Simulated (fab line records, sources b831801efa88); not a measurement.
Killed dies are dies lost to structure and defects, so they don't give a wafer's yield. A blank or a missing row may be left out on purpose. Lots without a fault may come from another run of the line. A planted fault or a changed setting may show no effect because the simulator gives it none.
Which tool did it? | flow sky130 | 7 lots, 21 wafers sampled, at 2 steps of a route of 708

WHAT THE GAUGES READ, wafer by wafer
SKY_SONOS_TUNNEL_TW_MEAS_12.
lot  | measured     | on            | SONOS_TUNNEL_TW
L553 | day 11 14:34 | film_metro-01 | 195.3 195.4 194.6
L556 | day 12 10:29 | film_metro-02 | 30.2 30.1 30.1
L566 | day 15 20:00 | film_metro-01 | 194.4 194.2 193.8
L568 | day 16 13:43 | film_metro-02 | 197.5 198.6 198.5
L570 | day 17 01:51 | film_metro-01 | 195.0 193.7 193.8
L572 | day 18 04:41 | film_metro-01 | 194.4 193.3 193.9
L574 | day 19 07:13 | film_metro-04 | 199.8 199.8 199.5

WHICH TOOL RAN EACH LOT (tool, then ch and the chambers of the sampled wafers, then the start)
lot  | SKY_SONOS_TUNNEL_IMPLANT_09
L553 | implanter-04 ch 0, day 11 14:09
L556 | implanter-02, day 12 10:03
L566 | implanter-01 ch 0, day 15 19:31
L568 | implanter-02 ch 0, day 16 13:19
L570 | implanter-01 ch 0, day 17 01:25
L572 | implanter-02 ch 0, day 18 04:17
L574 | implanter-04 ch 0, day 19 06:48
- SKY_SONOS_TUNNEL_IMPLANT_09

THE ANSWER, worked out from the rows above alone
Rule: what is usual is taken from the lots themselves. Put in order of their means at a reading, lots are off if they are a third of the lots or fewer, leave a main group of 4 or more, and stand apart from it by a gap of 3 or more times the standard deviation of the main group's means; of several such gaps the widest counts. A main group whose means are all the same, to the digits that the tables above print for the reading, isn't used. A lot without any number at a reading at which 4 lots or more have one is off too. The other lots that the step has rows for count as sound.
Off: L556, at SKY_SONOS_TUNNEL_TW_MEAS_12 (SONOS_TUNNEL_TW). The main group: mean 195.9, standard deviation 2.3.
A tool fits if, at a process step before that reading, it ran every lot that is off, and no sound lot after the first of them. The gauges at SKY_SONOS_TUNNEL_TW_MEAS_12 are tried like those tools. None of those tried fits.

WHAT THE SIMULATOR HAD PUT IN
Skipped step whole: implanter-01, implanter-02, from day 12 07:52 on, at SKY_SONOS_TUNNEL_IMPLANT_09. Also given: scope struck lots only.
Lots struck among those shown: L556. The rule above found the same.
